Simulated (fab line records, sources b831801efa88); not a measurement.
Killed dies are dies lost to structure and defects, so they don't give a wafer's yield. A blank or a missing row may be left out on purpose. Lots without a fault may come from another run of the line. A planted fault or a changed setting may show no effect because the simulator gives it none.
fab line records | flow sky130
record lots=10 wafers=30 last_day=50
route steps=708 shown DNWELL@43 SONOS_TUNNEL@162 GATE_OXIDE@197 POLY_GATE@204 PAD_OPEN@708
lots that met no fault: from a run of the same line without faults
start_h: hours from the record's first day to the start of the lot's first wafer shown | wait_h: hours since the lot's step before | " the same as in the row above | L1.1+2: a row that stands for several wafers | - no value, or no start given | * or withheld: withheld | < > ~ a bound
route shown NAME@n: a module of which the file shows steps, and the number in the route of the first | usual: mean/standard deviation of fault-free wafers | same: alike in all rows | chamber/n: place in a boat | sites: the reading at each site | _std_site: their standard deviation | _edge_site: outer sites' mean less inner sites' | radius_mm: how far each site lies from the wafer's centre | mask NAME#n: copy n | behind: the tool/chamber that last shaped the wafer | hold: why the lot was held/for how many hours/how that ended | device: the transistor (n, p or np) that didn't switch | end of line: the same wafers' tests at the end of the route | a step without rows: its recipe alone | killed: dies lost to structure and defects at the first sort, not the wafer's yield | map: a wafer's dies, x killed, . not, _ none there
set.NAME: the setting as run; set.NAME@STEP: as run at that earlier step | model.NAME: the simulator's own value behind a step, which no gauge read
steps of the route over a sample of lots; a table a step, a row a wafer
services: from which hour (start_h, from the record's first day; less than 0 if before it) a tool's chamber was out of use, for how many hours, and why
## steps
# step SKY_DNWELL_STRIP_08
# recipe chemistry=O2/N2 power_w=1400 pressure_mtorr=1500 platen_temp_c=withheld o2_flow_sccm=3000 n2_flow_sccm=300 overash_fraction=0.5
# usual drypump_motor_current_A=6.0/0.44 o2_flow_sccm=3001/9.2 oes_product_au=0.722/0.0046 strip_time_to_endpoint_s=36.93/0.11
# columns lot.wafer tool chamber start_h wait_h drypump_motor_current_A o2_flow_sccm oes_product_au rf_hours_counter_h strip_time_to_endpoint_s
L348.1 plasma_asher-04 1 57.15 0.1 6.3 3003 0.721 22 36.87
L348.3 " 1 " " 6.3 2998 0.723 - 36.91
L348.4 " 0 " " 5.4 3003 0.733 - 36.95
L351.1 plasma_asher-02 0 67.25 0.1 6.1 3006 0.718 41 36.98
L351.5 " 0 " " 6.1 3006 0.721 - 36.89
L351.6 " 1 " " 5.6 3008 0.718 - 36.93
L355.1 plasma_asher-01 1 92.15 0.1 5.9 3010 0.726 43 36.93
L355.3 " 1 " " 5.9 3001 0.720 - 36.82
L355.6 " 0 " " 6.7 3005 0.721 - 36.75
L356.1 plasma_asher-02 0 97.55 0.1 6.1 2997 0.717 44 37.21
L356.4 " 1 " " 5.6 2998 0.727 - 37.13
L356.5 " 1 " " 5.6 2990 0.721 - 37.15
L359.1 plasma_asher-02 0 113.25 0.1 6.0 3024 0.726 46 36.83
L359.4 " 1 " " 5.6 2995 0.727 - 36.80
L359.6 " 1 " " 5.6 2990 0.714 - 36.88
L360.1 plasma_asher-01 1 119.95 0.1 5.9 2981 0.724 0 36.90
L360.4 " 0 " " 6.7 2987 0.720 - 36.89
L360.5 " 1 " " 5.9 2995 0.717 - 36.75
L367.1 plasma_asher-04 0 159.90 0.1 5.4 2989 0.728 32 37.00
L367.4 " 0 " " 5.4 2999 0.722 - 36.95
L367.5 " 1 " " 6.4 3003 0.721 - 37.06
L368.1 plasma_asher-01 1 164.55 0.1 5.9 2983 0.731 4 37.11
L368.3 " 0 " " 6.7 3026 0.728 - 37.01
L368.4 " 1 " " 5.9 3000 0.728 - 37.01
L369.2 plasma_asher-02 0 166.25 0.1 6.1 2999 0.726 51 37.08
L369.4 " 0 " " 6.1 2994 0.719 - 37.01
L369.5 " 0 " " 6.1 3003 0.725 - 36.97
L370.1 plasma_asher-04 1 170.75 0.1 6.3 2993 0.723 34 37.13
L370.2 " 0 " " 5.4 2996 0.725 34 37.07
L370.4 " 0 " " 5.4 2993 0.724 - 36.95
# step SKY_SONOS_TUNNEL_OVL_MEAS_08
# usual SONOS_TUNNEL_OVL=0.3/1.3
# columns lot.wafer tool chamber start_h wait_h SONOS_TUNNEL_OVL[nm]
L348.1 overlay-01 - 251.42 0.1 2.0
L348.3 " - " " 0.6
L348.4 " - " " 2.7
L351.1 overlay-02 - 268.62 0.1 0.3
L351.5 " - " " -0.9
L351.6 " - " " -1.2
L355.1 overlay-01 - 306.02 0.1 2.1
L355.3 " - " " 1.3
L355.6 " - " " 2.0
L356.1 overlay-02 - 313.57 0.1 2.7
L356.4 " - " " 1.3
L356.5 " - " " 3.5
L359.1 overlay-02 - 338.77 0.1 1.7
L359.4 " - " " 1.4
L359.6 " - " " 0.2
L360.1 overlay-02 - 347.07 0.1 1.9
L360.4 " - " " 1.8
L360.5 " - " " 0.3
L367.1 overlay-02 - 406.72 0.1 -1.0
L367.4 " - " " -1.1
L367.5 " - " " -2.8
L368.1 overlay-01 - 412.07 0.1 1.1
L368.3 " - " " -0.9
L368.4 " - " " 0.4
L369.2 overlay-01 - 414.02 0.1 2.1
L369.4 " - " " 2.3
L369.5 " - " " 2.5
L370.1 overlay-01 - 422.92 0.1 0.1
L370.2 " - " " -0.1
L370.4 " - " " -0.4
# step SKY_GATE_OXIDE_OVL_MEAS_10
# usual GATE_OXIDE_OVL=0.8/1.4
# columns lot.wafer tool chamber start_h wait_h GATE_OXIDE_OVL[nm]
L348.1 overlay-02 - 307.95 0.1 1.0
L348.3 " - " " 0.3
L348.4 " - " " 1.7
L351.1 overlay-02 - 325.70 0.1 1.0
L351.5 " - " " 1.0
L351.6 " - " " 2.2
L355.1 overlay-01 - 374.55 0.1 2.5
L355.3 " - " " 1.2
L355.6 " - " " 1.2
L356.1 overlay-01 - 378.70 0.1 0.5
L356.4 " - " " -0.2
L356.5 " - " " 0.7
L359.1 overlay-01 - 400.91 0.1 -2.3
L359.4 " - " " -0.3
L359.6 " - " " 0.0
L360.1 overlay-02 - 411.21 0.1 1.0
L360.4 " - " " 1.6
L360.5 " - " " 0.2
L367.1 overlay-01 - 476.91 0.1 1.2
L367.4 " - " " 1.6
L367.5 " - " " 1.2
L369.2 overlay-02 - 484.62 0.1 4.1
L369.4 " - " " 2.2
L369.5 " - " " 3.7
L368.1 overlay-02 - 484.75 0.1 1.8
L368.3 " - " " 1.6
L368.4 " - " " 1.4
L370.1 overlay-02 - 491.59 0.1 -0.4
L370.2 " - " " 1.7
L370.4 " - " " -0.4
# step SKY_POLY_GATE_CVD_00
# recipe material=poly-Si target_thk_nm=180 temp_c=620 time_s=720 pressure_mtorr=200
# usual pressure_mtorr=200.0/0.38 spike_tc_bottom_C=640.9/2.6 spike_tc_centre_C=618.9/1.1 spike_tc_lower_C=619.8/1 spike_tc_top_C=642.8/1.2 spike_tc_upper_C=619.2/0.98 susceptor_temp_C=620.08/0.28
# columns lot.wafer tool chamber start_h wait_h pressure_mtorr spike_tc_bottom_C spike_tc_centre_C spike_tc_lower_C spike_tc_top_C spike_tc_upper_C susceptor_temp_C
L348.1 lpcvd-01 1 311.96 0.0 200.1 638.9 618.9 621.9 642.2 618.4 620.25
L348.3 " 1 " " 199.6 640.5 619.0 619.0 643.5 618.9 620.59
L348.4 " 1 " " 200.9 637.1 618.0 618.5 643.5 619.5 620.45
L351.1 lpcvd-01 1 332.50 0.0 200.1 639.0 618.0 618.1 642.7 620.4 619.93
L351.5 " 1 " " 199.6 640.1 618.5 620.4 642.4 619.5 620.23
L351.6 " 1 " " 199.7 638.3 618.7 618.5 643.4 619.9 620.61
L355.1 lpcvd-01 0 376.59 0.0 200.4 643.8 620.4 620.3 643.4 617.9 619.97
L355.3 " 0 " " 200.5 644.2 620.0 618.9 645.1 617.8 620.03
L355.6 " 0 " " 200.7 646.0 620.1 618.6 644.5 619.8 619.70
L356.1 lpcvd-01 0 381.01 0.0 199.8 643.2 618.2 619.9 644.6 619.8 619.97
L356.4 " 0 " " 199.8 645.4 618.9 618.3 643.0 620.2 619.93
L356.5 " 0 " " 199.7 644.0 620.6 619.2 642.3 619.1 619.93
L359.1 lpcvd-01 1 403.23 0.0 199.6 625.6 604.3 605.0 629.0 605.4 605.97
L359.4 " 1 " " 199.6 625.1 603.9 605.3 629.3 604.0 605.91
L359.6 " 1 " " 200.5 624.5 603.8 605.7 629.0 606.1 605.87
L360.1 lpcvd-01 1 413.25 0.0 200.3 626.3 604.9 604.7 627.7 606.5 605.38
L360.4 " 1 " " 199.7 626.0 603.2 606.2 627.8 605.6 605.62
L360.5 " 1 " " 199.6 625.8 603.2 605.9 628.3 603.7 605.22
L367.1 lpcvd-01 1 480.38 0.0 200.4 639.8 618.7 618.0 643.2 617.2 620.22
L367.4 " 1 " " 200.0 640.7 617.6 619.0 642.9 618.6 619.64
L367.5 " 1 " " 200.0 640.7 618.7 619.5 642.0 619.5 620.42
L369.2 lpcvd-01 1 486.64 0.0 200.3 638.1 618.8 619.2 641.4 620.1 620.37
L369.4 " 1 " " 200.3 638.0 619.7 620.5 643.9 620.8 620.17
L369.5 " 1 " " 199.6 638.9 619.9 619.2 642.7 618.1 620.40
L368.1 lpcvd-01 0 487.84 1.1 199.7 643.0 619.7 619.9 643.3 619.3 619.78
L368.3 " 0 " " 200.2 644.6 619.8 620.2 642.3 618.0 620.09
L368.4 " 0 " " 199.7 643.5 619.8 621.5 643.9 616.8 619.41
L370.1 lpcvd-01 1 494.07 0.0 199.7 638.4 619.8 620.1 640.9 620.5 620.46
L370.2 " 1 " " 200.0 638.0 617.5 620.3 643.3 620.1 619.83
L370.4 " 1 " " 200.0 638.1 617.3 621.1 641.7 618.2 619.77
# step SKY_POLY_GATE_THK_MEAS_01
# recipe reads=poly-Si_of_POLY_GATE_CVD_00
# usual POLY_GATE_CVD_00_THK=180.9/1.7
# columns lot.wafer tool chamber start_h wait_h POLY_GATE_CVD_00_THK[nm]
L348.1 film_metro-04 - 313.16 0.0 179.4
L348.3 " - " " 180.4
L348.4 " - " " 180.2
L351.1 film_metro-04 - 333.70 0.0 180.2
L351.5 " - " " 181.7
L351.6 " - " " 180.2
L355.1 film_metro-01 - 377.79 0.0 178.7
L355.3 " - " " 179.4
L355.6 " - " " 177.7
L356.1 film_metro-04 - 382.21 0.0 183.2
L356.4 " - " " 183.0
L356.5 " - " " 182.2
L359.1 film_metro-01 - 404.43 0.0 128.5
L359.4 " - " " 127.8
L359.6 " - " " 127.9
L360.1 film_metro-04 - 414.45 0.0 131.2
L360.4 " - " " 129.8
L360.5 " - " " 129.7
L367.1 film_metro-04 - 482.18 0.0 179.6
L367.4 " - " " 180.1
L367.5 " - " " 179.9
L369.2 film_metro-04 - 487.85 0.0 181.3
L369.4 " - " " 179.9
L369.5 " - " " 180.1
L368.1 film_metro-04 - 489.04 0.0 183.3
L368.3 " - " " 183.7
L368.4 " - " " 183.4
L370.1 film_metro-02 - 495.27 0.0 180.4
L370.2 " - " " 179.5
L370.4 " - " " 181.3
# step SKY_POLY_GATE_ETCH_17
# recipe target_depth_nm=180 stop_on=SiO2 over_etch_frac=0.56667 chemistry=HBr/Cl2 target=poly-Si icp_w=400 bias_w=100 pressure_mtorr=10 HBr_flow_sccm=150 Cl2_flow_sccm=50 time_s=70.5
# usual drypump_motor_current_A=5.62/0.29 oes_product_au=0.984/0.0085 throttle_valve_pct=33.684/0.0093
# columns lot.wafer tool chamber start_h wait_h drypump_motor_current_A oes_product_au rf_hours_counter_h throttle_valve_pct
L348.1 rie_si-02 3 369.18 0.0 5.41 0.985 27 33.674
L348.3 " 2 " " 5.62 0.988 9 33.680
L348.4 " 1 " " 5.63 0.993 2 33.671
L351.1 rie_si-01 0 391.29 0.0 5.19 0.990 2 33.696
L351.5 " 0 " " 5.15 1.001 - 33.677
L351.6 " 3 " " 5.73 0.980 - 33.690
L355.1 rie_si-02 3 438.08 0.0 5.39 0.986 28 33.683
L355.3 " 1 " " 5.63 0.980 3 33.681
L355.6 " 1 " " 5.62 0.976 - 33.672
L356.1 rie_si-02 2 443.08 0.0 5.62 0.979 10 33.671
L356.4 " 0 " " 6.07 0.991 2 33.698
L356.5 " 0 " " 6.07 0.988 - 33.684
L359.1 rie_si-02 2 468.33 0.0 5.61 0.788 10 33.681
L359.4 " 1 " " 5.62 0.784 3 33.681
L359.6 " 0 " " 6.09 0.792 - 33.692
L360.1 rie_si-01 3 476.18 0.0 5.72 0.804 3 33.670
L360.4 " 1 " " 5.38 0.800 60 33.689
L360.5 " 1 " " 5.34 0.801 - 33.698
L367.1 rie_si-02 1 544.23 0.0 5.62 0.980 3 33.696
L367.4 " 0 " " 6.06 0.973 2 33.689
L367.5 " 0 " " 6.07 0.984 - 33.687
L369.2 rie_si-01 1 550.98 0.0 5.37 0.995 0 33.678
L369.4 " 3 " " 5.72 0.975 3 33.677
L369.5 " 3 " " 5.74 0.966 - 33.682
L368.1 rie_si-02 3 551.93 0.0 5.40 0.998 28 33.672
L368.3 " 2 " " 5.62 0.981 10 33.689
L368.4 " 1 " " 5.61 0.980 3 33.673
L370.1 rie_si-01 3 557.73 0.0 5.73 0.966 3 33.669
L370.2 " 1 " " 5.34 0.980 0 33.684
L370.4 " 0 " " 5.20 0.983 3 33.685
# step SKY_PAD_OPEN_PROBE_99
# usual killed_at_M0_to_M3=44/7.2 killed_at_M4_up=3.1/1.8 killed_at_contacts=25/5.2 killed_at_front_end=15/3.9 killed_at_other=0.2/0.5 killed_dies=86/9.5 killed_open=47/7.3 killed_short=40/6
# same gross_dies=492 killed_at_back_side=0
# columns lot.wafer tool chamber start_h wait_h killed_at_M0_to_M3 killed_at_M4_up killed_at_contacts killed_at_front_end killed_at_other killed_dies killed_open killed_short
L356.1 prober-01 - 1125.99 0.1 31 3 33 14 0 81 48 33
L356.4 prober-01 - 1126.14 0.2 41 3 21 11 0 76 40 36
L356.5 prober-01 - 1126.19 0.2 30 2 23 17 1 73 44 29
# killed by level:class
L356.1 CONTACT:geometric_particle:open=13 VIA1:geometric_particle:open=10 LOCAL_INTERCONNECT:geometric_particle:short=7 POLY_GATE:geometric_particle:open=6 LI_CONTACT:geometric_particle:open=6 METAL1:geometric_particle:short=4 VIA1:geometric_particle:short=3 CONTACT:geometric_particle:short=3
L356.4 VIA1:geometric_particle:open=11 CONTACT:geometric_particle:open=8 VIA1:geometric_particle:short=5 METAL2:geometric_particle:short=5 VIA2:geometric_particle:short=5 VIA3:geometric_particle:open=5 LI_CONTACT:geometric_particle:open=4 LI_CONTACT:geometric_particle:short=4
L356.5 VIA2:geometric_particle:open=10 VIA1:geometric_particle:open=7 CONTACT:geometric_particle:open=6 POLY_GATE:geometric_particle:open=5 LI_CONTACT:geometric_particle:open=5 LOCAL_INTERCONNECT:geometric_particle:short=5 CONTACT:geometric_particle:short=5 FIELD_ISO:geometric_particle:short=4
## services
# columns tool chamber start_h hours kind
rie_si-02 - 68.55 0.1 repair
plasma_asher-02 - 92.35 0.8 repair
plasma_asher-01 - 108.75 9.0 pm
rie_si-01 0 145.85 8.7 repair
rie_si-02 0 163.88 3.3 repair
rie_si-01 - 181.66 0.2 repair
rie_si-02 - 220.77 28.6 repair
plasma_asher-02 - 273.61 2.2 repair
rie_si-02 0 278.85 6.4 repair
plasma_asher-04 - 317.96 2.8 pm
lpcvd-01 - 323.55 0.9 repair
rie_si-02 - 334.35 2.8 pm
plasma_asher-04 - 365.03 6.2 repair
plasma_asher-01 - 368.21 1.4 repair
rie_si-01 3 370.04 15.1 repair
plasma_asher-04 - 393.98 7.9 repair
lpcvd-01 - 400.74 1.1 repair
plasma_asher-02 - 421.25 9.0 pm
plasma_asher-01 - 433.46 1.7 repair
plasma_asher-04 - 462.74 1.0 repair
plasma_asher-02 - 477.81 4.1 repair
rie_si-02 1 519.49 2.4 repair
lpcvd-01 - 527.07 2.8 pm
rie_si-01 2 556.51 1.0 repair
## key
first_sign step=SKY_POLY_GATE_CVD_00 reading=susceptor_temp_C direction=down sigmas=51 usual=* struck=*
effect step=SKY_POLY_GATE_CVD_00 reading=spike_tc_upper_C direction=down sigmas=14 usual=619.2 struck=605.2
effect step=SKY_POLY_GATE_THK_MEAS_01 reading=POLY_GATE_CVD_00_THK direction=down sigmas=30 usual=180.9 struck=129.1
effect step=SKY_POLY_GATE_ETCH_17 reading=oes_product_au direction=down sigmas=22 usual=0.984 struck=0.795
met_at SKY_POLY_GATE_CVD_00
struck_lots L359,L360
tester_left_out L359,L360
not_acting_at SKY_DNWELL_STRIP_08,SKY_SONOS_TUNNEL_OVL_MEAS_08,SKY_GATE_OXIDE_OVL_MEAS_10
onset_between 381.01 403.23
fault kind=process_parameter_drift tool=lpcvd-01 chamber=- onset_h=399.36 steps=SKY_POLY_GATE_CVD_00 channel=temp_c offset=* shape=step end_h=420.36 stated=*
# tester_left_out: of these lots the tester's yield and bins aren't shown, on N5 and GAA mostly nor the transistor test; their killed dies are dies lost to structure and defects alone, not to doping, threshold or leakage, so they don't give the yield
